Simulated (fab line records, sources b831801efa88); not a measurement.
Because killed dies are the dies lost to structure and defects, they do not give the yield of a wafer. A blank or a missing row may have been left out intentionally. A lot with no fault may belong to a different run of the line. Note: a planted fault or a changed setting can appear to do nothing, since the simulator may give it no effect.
Which tool did it?    flow sky130    15 lots with 45 wafers sampled at 4 steps, on a route of 708 steps

WHAT THE GAUGES READ, wafer by wafer
SKY_VT_ADJUST_HVTP_CD_MEAS_07: target cd 380 nm.
lot   measured      on         cd nm (nm)
L565  day 5 23:40   cd sem-01  379.1 378.9 378.9
L566  day 6 05:38   cd sem-01  382.1 379.3 379.6
L567  day 6 14:35   cd sem-01  380.4 381.8 382.4
L569  day 7 21:41   cd sem-02  377.6 383.1 382.6
L571  day 8 06:26   cd sem-02  380.6 378.6 379.5
L573  day 8 13:47   cd sem-01  382.8 379.8 379.7
L574  day 8 15:59   cd sem-01  386.2 389.5 382.1
L577  day 9 15:46   cd sem-02  374.3 376.8 377.6
L579  day 10 00:25  cd sem-02  380.4 379.4 380.1
L580  day 10 06:17  cd sem-02  384.5 383.3 385.1
L581  day 10 11:10  cd sem-01  383.8 382.1 384.8
L582  day 10 17:26  cd sem-01  380.6 380.5 380.9
L585  day 11 10:22  cd sem-01  376.8 378.2 381.5
L586  day 12 00:38  cd sem-02  380.7 380.7 378.7
L587  day 12 04:35  cd sem-01  379.4 380.5 382.8

SKY_LI_CONTACT_OVL_MEAS_13.
lot   measured      on          LI_CONTACT_OVL (nm)
L565  day 29 10:25  overlay-02  -4 1 1
L566  day 29 19:54  overlay-01  -1 -3 1
L567  day 30 01:07  overlay-01  5 5 -4
L569  day 32 00:10  overlay-02  -10 -3 -1
L571  day 32 07:57  overlay-02  -6 -6 -2
L573  day 33 01:31  overlay-01  -1 -1 2
L574  day 33 04:12  overlay-02  1 -2 -3
L577  day 33 23:36  overlay-01  -7 -8 -8
L580  day 34 12:43  overlay-01  -1 -5 -1
L585  day 35 16:00  overlay-02  -8 -9 0
L586  day 36 13:28  overlay-02  2 5 -9
L587  day 36 15:05  overlay-01  2 0 0

SKY_CONTACT_THK_MEAS_01.
lot   measured      on             CONTACT_CVD_00_THK (nm)
L565  day 30 17:06  film metro-01  74.3 75.7 76.5
L566  day 31 02:20  film metro-04  74.7 74.0 75.6
L567  day 31 07:09  film metro-02  74.2 75.9 74.0
L569  day 33 06:22  film metro-02  73.2 74.3 74.7
L571  day 33 13:48  film metro-01  74.0 72.2 74.3
L573  day 34 05:50  film metro-02  74.6 74.7 75.8
L574  day 34 07:20  film metro-01  75.0 75.7 74.9
L577  day 35 04:51  film metro-04  73.0 72.2 73.6
L580  day 35 18:24  film metro-04  74.7 75.5 73.8
L585  day 36 21:31  film metro-02  75.3 77.0 77.2
L586  day 37 17:17  film metro-02  76.1 76.1 76.5
L587  day 37 18:41  film metro-01  73.5 73.8 76.5

WHICH TOOL RAN EACH LOT (tool, then ch and the chambers of the sampled wafers, then the start)
lot   SKY_POLY_CUT_DEVELOP_07
L565  litho track-04 ch 0, day 24 11:00
L566  litho track-04 ch 0, day 24 21:00
L567  litho track-03 ch 0, day 25 03:00
L569  litho track-04 ch 0, day 27 04:00
L571  litho track-04 ch 0, day 27 11:00
L573  litho track-02 ch 0, day 28 05:00
L574  litho track-04 ch 0, day 28 09:00
L577  litho track-02 ch 0, day 29 08:00
L579  litho track-04, day 30 03:00
L580  litho track-02 ch 0, day 29 22:00
L581  litho track-02, day 30 06:00
L582  litho track-02, day 30 12:00
L585  litho track-04 ch 0, day 31 03:00
L586  litho track-03 ch 0, day 32 00:00
L587  litho track-02 ch 0, day 32 03:00
- SKY_POLY_CUT_DEVELOP_07: develop time 60 s.

WHAT THE TOOLS THEMSELVES READ (means of the sampled wafers that have a number; where no wafer has one, the mark that the record gives instead)
SKY_POLY_CUT_DEVELOP_07.
lot   tool            chill plate temp C (C)
L565  litho track-04  22.96
L566  litho track-04  23.02
L567  litho track-03  22.99
L569  litho track-04  23.04
L571  litho track-04  22.97
L573  litho track-02  23.11
L574  litho track-04  22.86
L577  litho track-02  23.02
L579  litho track-04  -
L580  litho track-02  23.00
L581  litho track-02  -
L582  litho track-02  -
L585  litho track-04  22.88
L586  litho track-03  23.07
L587  litho track-02  22.90

THE ANSWER, worked out from the rows above alone
Rule: the lots themselves supply what counts as usual. Put in order of their means at a reading, lots are off if they are a third of the lots or fewer, leave a main group of 4 or more, and stand apart from it by a gap of 3 or more times the standard deviation of the main group's means; of several such gaps the widest counts. A main group whose means are all the same, to the digits that the tables above print for the reading, isn't used. Also off: a lot with no number at a reading for which 4 or more lots have one. The other lots that the step has rows for count as sound. The gauges are gone through in route order, then the tools' own readings, and for those a lot's mean is taken as printed above. The first step at which some lot is off is used, and at that step the reading that is off furthest; a lot without a number counts as furthest.
Off: L579, L581, L582 (SKY_POLY_CUT_DEVELOP_07, chill plate temp C). Without a number there: L579, L581, L582. The main group: mean 22.98 C, standard deviation 0.073.
If a tool, at that step or one of the process steps before it, ran each lot that is off and ran no sound lot following the first of them, it fits. None of those tried fits.

WHAT THE SIMULATOR PUT IN
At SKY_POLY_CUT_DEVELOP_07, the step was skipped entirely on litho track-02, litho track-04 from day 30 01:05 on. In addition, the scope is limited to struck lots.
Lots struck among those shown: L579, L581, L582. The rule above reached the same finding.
